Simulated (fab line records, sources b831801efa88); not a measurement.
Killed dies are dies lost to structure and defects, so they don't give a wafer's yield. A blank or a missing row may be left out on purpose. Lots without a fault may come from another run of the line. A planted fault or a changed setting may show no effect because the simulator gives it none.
Problem report in the 8D (eight disciplines) form, filled by code | flow sky130 | the parts of the form that need people (team, actions taken, sign-off) are left out

1. THE PROBLEM
killed_at_front_end at SKY_PAD_OPEN_PROBE_99 reads a mean of 75 on 3 wafers of 1 lot; wafers without a fault read 16 with a standard deviation of 5. That is +12 standard deviations from the usual mean.
First seen on wafer L618.2, day 48 02:08, on prober-02. The record holds 39 wafers of 13 lots with a number at this step. Rule for "out", or "out of limits": more than 4 standard deviations from the usual mean. The other wafers with a number count as sound.

2. WHAT IT IS AND WHAT IT IS NOT
question                    | is                               | is not
which readings at this step | killed_at_front_end, killed_dies | killed_at_M0_to_M3, killed_at_M4_up, killed_at_contacts, killed_at_other, killed_open
which lots                  | L618                             | L610, L611, L612, L614, L623, L625, L626, L628, L629, L630, L631, L632
which wafers of those lots  | all that have a number           | -
read on which tools         | prober-02                        | prober-01
when                        | from day 48 02:08                | up to then (12 sound wafers); but 24 sound wafers of L623, L625, L626, L628, L629, L630, L631, L632 came after

3. SUSPECTS, AND WHAT RULES EACH OUT
Counting: a tool at a process step up to the reading stays a suspect if it ran every lot that is out and no sound lot after the first of them.
- wet_bench-03 at SKY_FIELD_ISO_WET_ETCH_29 (etches Si3N4 in H3PO4, target depth 160 nm, time 1825 s): ruled out as a lasting fault. Sound lots L629, L630 ran on it after its first lot that is out, L618 (day 4 07:55).
- pvd_sputter-02 at SKY_METAL4_SPUTTER_01 (material TiN, target thk 20 nm, time 16.7 s): ruled out as a lasting fault. Sound lots L626, L629, L631, L632 ran on it after its first lot that is out, L618 (day 42 11:24).
- rie_diel-02 at SKY_PAD_OPEN_ETCH_07 (etches the open film in CF4/O2, stops on AlCu, target depth 725 nm, time 161.1 s): ruled out as a lasting fault. Sound lots L623, L625, L626, L632 ran on it after its first lot that is out, L618 (day 47 22:53).
- prober-02 at SKY_PAD_OPEN_PROBE_99: ruled out as a lasting fault. Sound lots L626, L628, L630, L632 ran on it after its first lot that is out, L618 (day 48 02:08).
Left after counting: nothing in the record.

4. THE CAUSE (what the simulator had put in)
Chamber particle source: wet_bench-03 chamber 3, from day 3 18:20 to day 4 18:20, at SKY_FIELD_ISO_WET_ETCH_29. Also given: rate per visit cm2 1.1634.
Counting ruled it out, wrongly: the rule takes a fault to strike every lot that its tool runs from its start on, and this one did not.

5. THE CHAIN OF EFFECTS, in route order
Each row: a reading whose mean over the struck wafers that have a number lies more than 3 standard deviations from the usual. Only readings for which the record gives a usual standard deviation are gone through. hours: the time from each lot's start at the first step in this table that gives one to its start at this step, as a median over the lots. sigmas: the change in usual standard deviations.
hours | step                  | reading             | usual | on struck wafers | change | sigmas
0     | SKY_PAD_OPEN_PROBE_99 | killed_at_front_end | 16    | 75               | +59    | +12
0     | SKY_PAD_OPEN_PROBE_99 | killed_dies         | 86    | 154              | +68    | +7.0
The process steps in it:
- SKY_PAD_OPEN_PROBE_99

6. WHAT WOULD HAVE CAUGHT IT SOONER
In this record the first reading out of limits was taken at day 48 02:08, 1064 hours after the fault began at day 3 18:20.
Of the tool readings at SKY_FIELD_ISO_WET_ETCH_29 for which the record gives a usual standard deviation, none was out on any struck wafer, so an alarm limit of 4 standard deviations on them would not have fired.
